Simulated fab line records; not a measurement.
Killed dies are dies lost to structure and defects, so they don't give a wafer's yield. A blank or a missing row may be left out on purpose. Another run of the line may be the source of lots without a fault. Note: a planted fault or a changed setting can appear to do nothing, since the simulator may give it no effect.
fab line records	flow gf180mcu
[record] lots = 13	wafers = 39	last_day = 34
route steps=602 shown POLY_GATE@175 HV_LDD@226 PSD@250 SALICIDE@281
lots with no fault: from the same line, run without faults
start_h: hours from the record's first day to the start of the lot's first wafer shown	wait_h: time in hours since the lot's previous step	" repeats the value in the row above	L1.1+2: one row covering several wafers at once	- no value present, or no start provided	* or withheld: withheld	< > ~ a bound
route shown NAME@n: NAME is a module with steps in the file, n the number in the route of the first one	usual: mean/standard deviation taken from wafers without a fault	same: alike in all rows	chamber/n: place in a boat	sites: per-site readings	_std_site: standard deviation of those values	_edge_site: outer sites' mean less inner sites'	radius_mm: how far each site lies from the wafer's centre	mask NAME#n: copy n	behind: tool/chamber where the wafer was last shaped	hold: what put the lot on hold/how long, in hours/how the hold closed	device: the transistor (n, p or np) that didn't switch	end of line: the same wafers' tests at the end of the route	where a step has no rows: the recipe by itself	killed: at the first sort, the dies lost to defects and structure; wafer yield is something else	map: dies across one wafer; x = killed, . = not, _ = none there
set.NAME: setting as actually run; set.NAME@STEP: the setting as run at that earlier step	model.NAME: the simulator's own value behind a step, which no gauge read
route steps across a sampled set of lots; one table per step, one row per wafer
services: when a tool's chamber went out of use (start_h, in hours from the record's first day, below 0 if earlier), for how many hours, and the reason
[[steps]]
[step GF_POLY_GATE_CD_MEAS_18]
[usual] cd_nm = 279.8/1.8
lot.wafer	tool	chamber	start_h	wait_h	cd_nm
L271.1	cd_sem-01	-	220.97	0.1	281.7
L271.3	"	-	"	"	280.2
L271.5	"	-	"	"	280.0
L272.1	cd_sem-02	-	227.61	0.1	278.5
L272.3	"	-	"	"	277.8
L272.6	"	-	"	"	280.0
L274.3	cd_sem-02	-	247.63	0.1	279.0
L274.4	"	-	"	"	277.8
L274.5	"	-	"	"	278.9
L275.1	cd_sem-02	-	253.56	0.1	279.6
L275.3	"	-	"	"	280.9
L275.4	"	-	"	"	278.4
L279.1	cd_sem-01	-	283.55	0.1	278.2
L279.3	"	-	"	"	280.8
L279.6	"	-	"	"	279.0
L280.2	cd_sem-01	-	288.85	0.1	277.8
L280.4	"	-	"	"	276.2
L280.5	"	-	"	"	278.6
L281.1	cd_sem-02	-	293.07	0.1	277.2
L281.2	"	-	"	"	279.1
L281.6	"	-	"	"	276.9
L284.3	cd_sem-01	-	313.93	0.1	278.1
L284.5	"	-	"	"	279.7
L284.6	"	-	"	"	279.8
L285.1	cd_sem-01	-	321.68	0.1	277.3
L285.4	"	-	"	"	281.7
L285.6	"	-	"	"	277.4
L288.1	cd_sem-01	-	344.77	0.1	281.3
L288.3	"	-	"	"	280.3
L288.4	"	-	"	"	279.6
L289.3	cd_sem-02	-	353.33	0.1	277.6
L289.4	"	-	"	"	280.6
L289.5	"	-	"	"	280.6
L290.1	cd_sem-02	-	360.40	0.1	280.6
L290.3	"	-	"	"	277.8
L290.4	"	-	"	"	282.7
L291.1	cd_sem-02	-	366.04	0.1	282.3
L291.5	"	-	"	"	280.1
L291.6	"	-	"	"	281.9
[step GF_HV_LDD_TW_MEAS_50]
[usual] HV_LDD_4_TW = 568.4/3
lot.wafer	tool	chamber	start_h	wait_h	HV_LDD_4_TW
L271.1	film_metro-04	-	299.24	0.1	566.6
L271.3	"	-	"	"	565.2
L271.5	"	-	"	"	568.0
L272.1	film_metro-02	-	305.84	0.1	571.3
L272.3	"	-	"	"	570.8
L272.6	"	-	"	"	571.1
L274.3	film_metro-02	-	329.21	0.1	564.3
L274.4	"	-	"	"	565.8
L274.5	"	-	"	"	567.3
L275.1	film_metro-02	-	335.75	0.1	566.6
L275.3	"	-	"	"	565.0
L275.4	"	-	"	"	566.6
L279.1	film_metro-04	-	370.23	0.1	570.1
L279.3	"	-	"	"	564.7
L279.6	"	-	"	"	567.2
L280.2	film_metro-04	-	377.14	0.1	567.5
L280.4	"	-	"	"	565.1
L280.5	"	-	"	"	570.7
L281.1	film_metro-04	-	380.15	0.1	566.4
L281.2	"	-	"	"	565.6
L281.6	"	-	"	"	565.2
L284.3	film_metro-04	-	403.46	0.1	570.2
L284.5	"	-	"	"	568.7
L284.6	"	-	"	"	567.4
L285.1	film_metro-04	-	411.25	0.1	564.5
L285.4	"	-	"	"	564.2
L285.6	"	-	"	"	562.2
L288.1	film_metro-04	-	435.99	0.1	568.2
L288.3	"	-	"	"	567.7
L288.4	"	-	"	"	568.4
L289.3	film_metro-04	-	445.57	0.1	567.1
L289.4	"	-	"	"	568.6
L289.5	"	-	"	"	567.8
L290.1	film_metro-02	-	454.09	0.1	569.1
L290.3	"	-	"	"	566.0
L290.4	"	-	"	"	567.4
L291.1	film_metro-01	-	458.87	0.1	568.4
L291.5	"	-	"	"	569.7
L291.6	"	-	"	"	567.0
[step GF_PSD_COAT_02]
[recipe] resist = NOVOLAK	spin_rpm = 3000	resist_thk_nm = 1000
[usual] spin_speed_rpm = 2999.8/2.1
lot.wafer	tool	chamber	start_h	wait_h	spin_speed_rpm
L272.1	litho_track-03	0	340.92	0.1	3001.7
L272.3	"	0	"	"	3000.5
L272.6	"	0	"	"	3001.8
L271.1	litho_track-01	0	346.50	0.1	2998.4
L271.3	"	0	"	"	2998.2
L271.5	"	0	"	"	2999.6
L274.3	litho_track-03	0	364.57	0.1	2998.5
L274.4	"	0	"	"	3000.1
L274.5	"	0	"	"	2998.7
L275.1	litho_track-01	0	371.95	0.1	3003.5
L275.3	"	0	"	"	2999.7
L275.4	"	0	"	"	3002.0
L279.1	litho_track-03	0	406.07	0.1	2994.9
L279.3	"	0	"	"	2996.1
L279.6	"	0	"	"	2997.3
L280.2	litho_track-03	0	413.94	0.1	3123.9
L280.4	"	0	"	"	3124.4
L280.5	"	0	"	"	3126.1
L281.1	litho_track-03	0	417.12	0.1	3122.9
L281.2	"	0	"	"	3122.8
L281.6	"	0	"	"	3124.8
L284.3	litho_track-04	0	441.70	0.1	3007.2
L284.5	"	0	"	"	3000.9
L284.6	"	0	"	"	2998.0
L285.1	litho_track-04	0	449.95	0.1	3002.0
L285.4	"	0	"	"	3001.9
L285.6	"	0	"	"	3001.4
L288.1	litho_track-04	0	476.30	0.1	3001.6
L288.3	"	0	"	"	3000.5
L288.4	"	0	"	"	3005.7
L289.3	litho_track-04	0	484.75	0.1	3004.7
L289.4	"	0	"	"	3003.2
L289.5	"	0	"	"	3000.3
L290.1	litho_track-01	0	492.70	0.1	3000.3
L290.3	"	0	"	"	3000.4
L290.4	"	0	"	"	3000.8
L291.1	litho_track-03	0	498.27	0.1	2999.8
L291.5	"	0	"	"	2996.6
L291.6	"	0	"	"	2999.7
[step GF_PSD_STRIP_10]
[recipe] chemistry = O2/N2	power_w = 1400	pressure_mtorr = 1500	platen_temp_c = 250	o2_flow_sccm = 3000	n2_flow_sccm = 300	overash_fraction = 0.5
[usual] drypump_motor_current_A = 5.8/0.36	heater_power_w = 297/25	oes_product_au = 0.592/0.0045	strip_time_to_endpoint_s = 16.49/0.036
lot.wafer	tool	chamber	start_h	wait_h	drypump_motor_current_A	heater_power_w	oes_product_au	rf_hours_counter_h	strip_time_to_endpoint_s
L272.1	plasma_asher-04	0	352.23	0.1	6.3	310	0.590	72	16.53
L272.3	"	1	"	"	5.0	337	0.589	-	16.52
L272.6	"	0	"	"	6.2	301	0.595	-	16.57
L271.1	plasma_asher-04	1	357.73	0.1	5.1	329	0.590	73	16.47
L271.3	"	0	"	"	6.3	304	0.593	-	16.47
L271.5	"	1	"	"	5.1	334	0.602	-	16.46
L274.3	plasma_asher-03	1	376.83	0.1	6.1	316	0.596	-	16.54
L274.4	"	0	"	"	5.8	258	0.598	-	16.54
L274.5	"	1	"	"	6.1	315	0.594	-	16.57
L275.1	plasma_asher-02	0	383.30	0.1	6.0	281	0.589	27	16.55
L275.3	"	0	"	"	6.0	275	0.593	-	16.53
L275.4	"	1	"	"	5.6	298	0.594	-	16.53
L279.1	plasma_asher-02	1	418.30	0.1	5.6	303	0.589	31	16.53
L279.3	"	1	"	"	5.6	307	0.584	-	16.54
L279.6	"	1	"	"	5.6	305	0.596	-	16.53
L280.2	plasma_asher-03	0	426.31	0.1	5.7	261	0.592	77	16.25
L280.4	"	1	"	"	6.1	318	0.590	-	16.28
L280.5	"	0	"	"	5.7	263	0.591	-	16.26
L281.1	plasma_asher-02	1	429.27	0.1	5.6	301	0.586	32	16.28
L281.2	"	0	"	"	6.0	281	0.590	32	16.27
L281.6	"	1	"	"	5.6	302	0.595	-	16.32
L284.3	plasma_asher-03	1	454.49	0.1	6.1	321	0.594	-	16.49
L284.5	"	1	"	"	6.1	316	0.595	-	16.45
L284.6	"	0	"	"	5.7	260	0.588	-	16.51
L285.1	plasma_asher-02	0	462.67	0.1	6.0	271	0.584	36	16.51
L285.4	"	1	"	"	5.6	305	0.584	-	16.45
L285.6	"	1	"	"	5.6	298	0.598	-	16.48
L288.1	plasma_asher-03	1	488.56	0.1	6.1	319	0.594	84	16.47
L288.3	"	1	"	"	6.1	326	0.594	-	16.50
L288.4	"	0	"	"	5.8	262	0.579	-	16.50
L289.3	plasma_asher-03	0	497.11	0.1	5.8	258	0.596	-	16.46
L289.4	"	1	"	"	6.1	321	0.588	-	16.47
L289.5	"	0	"	"	5.8	255	0.594	-	16.47
L290.1	plasma_asher-04	0	505.25	0.1	6.3	329	0.591	8	16.48
L290.3	"	1	"	"	5.0	330	0.590	-	16.45
L290.4	"	0	"	"	6.3	324	0.583	-	16.45
L291.1	plasma_asher-02	0	510.51	0.1	6.0	269	0.593	39	16.47
L291.5	"	1	"	"	5.6	294	0.591	-	16.45
L291.6	"	0	"	"	6.0	267	0.586	-	16.46
[step GF_SALICIDE_SPUTTER_03]
[recipe] material = TiN	target_thk_nm = 20	power_w = 6500	time_s = 16.7	chamber_pressure_pa = 0.4
[usual] throttle_valve_pct = 29.8/1
lot.wafer	tool	chamber	start_h	wait_h	throttle_valve_pct
L272.1	pvd_sputter-03	-	376.01	0.0	30.4
L272.3	"	-	"	"	30.6
L272.6	"	-	"	"	30.6
L271.1	pvd_sputter-03	-	380.97	0.0	30.4
L271.3	"	-	"	"	30.5
L271.5	"	-	"	"	30.5
L274.3	pvd_sputter-03	-	399.48	0.0	29.0
L274.4	"	-	"	"	30.5
L274.5	"	-	"	"	30.6
L275.1	pvd_sputter-01	-	406.34	0.0	30.9
L275.3	"	-	"	"	28.3
L275.4	"	-	"	"	30.1
L279.1	pvd_sputter-04	-	442.62	0.0	30.9
L279.3	"	-	"	"	30.5
L279.6	"	-	"	"	29.4
L280.2	pvd_sputter-04	-	451.48	0.0	30.8
L280.4	"	-	"	"	29.6
L280.5	"	-	"	"	30.8
L281.1	pvd_sputter-01	-	454.52	0.0	30.9
L281.2	"	-	"	"	29.0
L281.6	"	-	"	"	28.2
L284.3	pvd_sputter-01	-	480.01	0.0	31.1
L284.5	"	-	"	"	28.8
L284.6	"	-	"	"	30.9
L285.1	pvd_sputter-03	-	487.11	0.0	28.9
L285.4	"	-	"	"	30.4
L285.6	"	-	"	"	28.7
L288.1	pvd_sputter-04	-	513.27	0.0	27.4
L288.3	"	-	"	"	29.7
L288.4	"	-	"	"	30.7
L289.3	pvd_sputter-04	-	521.42	0.0	29.5
L289.4	"	-	"	"	31.0
L289.5	"	-	"	"	29.3
L290.1	pvd_sputter-03	-	528.17	0.0	30.2
L290.3	"	-	"	"	30.4
L290.4	"	-	"	"	30.4
L291.1	pvd_sputter-01	-	534.70	0.0	30.0
L291.5	"	-	"	"	30.8
L291.6	"	-	"	"	29.1
[[services]]
tool	chamber	start_h	hours	kind
pvd_sputter-01	0	330.45	-	consumable_replace:kit
pvd_sputter-01	0	330.45	18.0	scheduled_down
pvd_sputter-01	0	330.45	18.0	vent_cycle
pvd_sputter-03	-	333.26	9.7	repair
pvd_sputter-04	3	365.83	-	consumable_replace:kit
pvd_sputter-04	3	365.83	18.0	scheduled_down
pvd_sputter-04	3	365.83	18.0	vent_cycle
plasma_asher-04	-	381.25	9.9	repair
pvd_sputter-03	-	417.47	10.6	repair
plasma_asher-04	-	421.25	9.0	pm
plasma_asher-04	0	421.25	9.0	vent_cycle
plasma_asher-04	1	421.25	9.0	vent_cycle
plasma_asher-03	-	423.43	1.2	repair
plasma_asher-04	0	430.25	-	clean
plasma_asher-04	1	430.25	-	clean
plasma_asher-02	-	456.09	0.3	repair
pvd_sputter-03	0	467.59	-	consumable_replace:kit
pvd_sputter-03	0	467.59	18.0	scheduled_down
pvd_sputter-03	0	467.59	18.0	vent_cycle
plasma_asher-02	-	486.93	18.6	pm
plasma_asher-02	-	515.60	1.2	repair
[[key]]
[first_sign] step = GF_PSD_COAT_02	reading = spin_speed_rpm	direction = up	sigmas = 58	usual = *	struck = *
[effect] step = GF_PSD_STRIP_10	reading = strip_time_to_endpoint_s	direction = down	sigmas = 6	usual = *	struck = *
met_at GF_PSD_COAT_02
struck_lots L280,L281
tester_left_out L280,L281
not_acting_at GF_POLY_GATE_CD_MEAS_18,GF_HV_LDD_TW_MEAS_50,GF_SALICIDE_SPUTTER_03
onset_between 406.07 413.94
[fault] kind = process_parameter_drift	tool = litho_track-03	chamber = -	onset_h = 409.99	steps = GF_PSD_COAT_02	channel = spin_rpm	offset = *	shape = step	end_h = 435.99	acts_in = *	stated = *
// tester_left_out: of these lots the tester's yield and bins aren't shown, on N5 and GAA mostly nor the transistor test; their killed dies are dies lost to structure and defects alone, not to doping, threshold or leakage, so they don't give the yield
